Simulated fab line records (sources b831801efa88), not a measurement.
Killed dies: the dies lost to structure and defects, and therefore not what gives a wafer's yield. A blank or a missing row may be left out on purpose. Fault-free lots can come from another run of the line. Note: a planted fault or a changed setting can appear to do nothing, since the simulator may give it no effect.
A single fault, viewed from 2 desks + flow gf180mcu + every desk sees just its own numbers, and what lay behind them comes last

AT THE TOOL OWNER'S DESK: implanter-03
For each lot that ran on this tool, the mean over its sampled wafers that have a number, from the tool's own readings at GF_PSD_IMPLANT_09. The brackets show how far a lot's mean lies from the usual mean; more than 4 standard deviations puts the lot out of limits, marked OUT.
Columns: A = beam-energy-keV at GF_PSD_IMPLANT_09, usual 39.997; B = beam-on-s at GF_PSD_IMPLANT_09, usual 9.99 s
| lot  | first seen here | A                | B     |
|------|-----------------|------------------|-------|
| L460 | day 14 21:07    | 39.983           | 9.99  |
| L462 | day 15 19:12    | 40.006           | 9.75  |
| L465 | day 16 20:05    | 39.987           | 9.92  |
| L466 | day 17 03:53    | 40.010           | 10.04 |
| L469 | day 18 00:43    | 40.004           | 10.20 |
| L470 | day 18 09:55    | 40.536 (+41) OUT | 10.01 |
| L471 | day 18 18:37    | 40.554 (+43) OUT | 10.06 |
| L481 | day 22 07:13    | 39.997           | 10.01 |
This desk finds L470, L471 out of limits, L470 being first, at day 18 09:55 (beam-energy-keV at GF_PSD_IMPLANT_09). L460, L462, L465, L466, L469, L481: within limits.

METROLOGY DESK
What the gauges read for every lot (on any tool): the sampled wafers with a number, averaged. The brackets show how far a lot's mean lies from the usual mean; more than 4 standard deviations puts the lot out of limits, marked OUT.
Columns: A = NSD_RS at GF_PSD_RS_MEAS_14, usual 46.11 ohm/sq; B = PSD_RS at GF_PSD_RS_MEAS_15, usual 108.51 ohm/sq
| lot  | first seen here | A     | B      |
|------|-----------------|-------|--------|
| L460 | day 14 21:33    | 46.13 | 108.62 |
| L461 | day 15 07:59    | 46.18 | 108.55 |
| L462 | day 15 19:38    | 46.14 | 108.58 |
| L464 | day 16 12:43    | 46.10 | 108.45 |
| L465 | day 16 20:32    | 46.19 | 108.59 |
| L466 | day 17 04:19    | 46.04 | 108.29 |
| L469 | day 18 01:14    | 46.09 | 108.57 |
| L470 | day 18 10:23    | 46.21 | 108.03 |
| L471 | day 18 19:04    | 46.03 | 107.71 |
| L473 | day 19 12:01    | 46.16 | 108.52 |
| L478 | day 21 06:41    | 46.20 | 108.54 |
| L481 | day 22 07:40    | 46.09 | 108.28 |
Result from this desk: across the 12 lots, nothing is out of limits.

ALL TOGETHER
The tool owner's desk had the chance to raise an alarm at day 18 09:55 on L470, L471.
From the metrology desk's view, nothing was out of limits.
The metrology desk holds a record of L470, L471, inside its limits.
GF_PSD_IMPLANT_09 was run on implanter-03 by each of the lots named.

WHAT HAD BEEN PUT IN BY THE SIMULATOR
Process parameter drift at GF_PSD_IMPLANT_09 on implanter-03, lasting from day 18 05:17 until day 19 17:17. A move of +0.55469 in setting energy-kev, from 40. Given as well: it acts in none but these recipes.
Lots struck among those shown: L470, L471.
Each desk's first reading out of limits, in hours after the fault started: the tool owner's desk, 5.
